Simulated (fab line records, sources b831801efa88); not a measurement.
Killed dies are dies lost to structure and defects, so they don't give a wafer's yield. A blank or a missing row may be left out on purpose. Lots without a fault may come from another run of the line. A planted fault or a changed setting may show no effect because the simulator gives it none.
Chamber matching | flow sky130 | SKY_FIELD_ISO_ETCH_15 on rie_diel-04: 4 sister chambers
The step etches the open film in CHF3/O2, stops on Si, target depth 180 nm, time 72 s. 4 wafers are shown with their chamber, then 8 later ones without.

WAFERS WITH THEIR CHAMBER
wafer  | chamber | drypump_motor_current_A (A)
L090.2 | 2       | 5.2
L091.5 | 1       | 5.9
L091.6 | 0       | 5.9
L092.3 | 3       | 6.0

WAFERS WITHOUT THEIR CHAMBER
wafer  | drypump_motor_current_A (A)
L092.5 | 5.9
L092.6 | 5.3
L095.1 | 6.0
L095.4 | 5.2
L095.5 | 6.0
L096.3 | 5.3
L096.5 | 5.9
L096.6 | 6.1

WHICH CHAMBER EACH WENT THROUGH
wafer  | from the rows above          | in truth
L092.5 | can't be placed: 0 or 1 or 3 | 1
L092.6 | 2                            | 2
L095.1 | can't be placed: 3 or 0 or 1 | 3
L095.4 | 2                            | 2
L095.5 | can't be placed: 3 or 0 or 1 | 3
L096.3 | 2                            | 2
L096.5 | can't be placed: 0 or 1 or 3 | 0
L096.6 | can't be placed: 3 or 0 or 1 | 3
Placed correctly: 3 of 8. Can't be placed from these rows: 5 (the true chamber is among the candidates in 5). Placed wrongly: 0.
How it was worked out, from the rows above alone: a wafer's distance from a chamber is the root of the sum, over the readings, of the square of ((its reading less the chamber's mean) divided by the reading's scatter). The wafer belongs to the nearest chamber; if the next one is less than 2 further off, it can't be placed. A chamber's mean is the mean of its shown wafers. The scatter: with one shown wafer a chamber, the root of the mean of the squares of how far each hidden wafer lies from its nearest shown one.
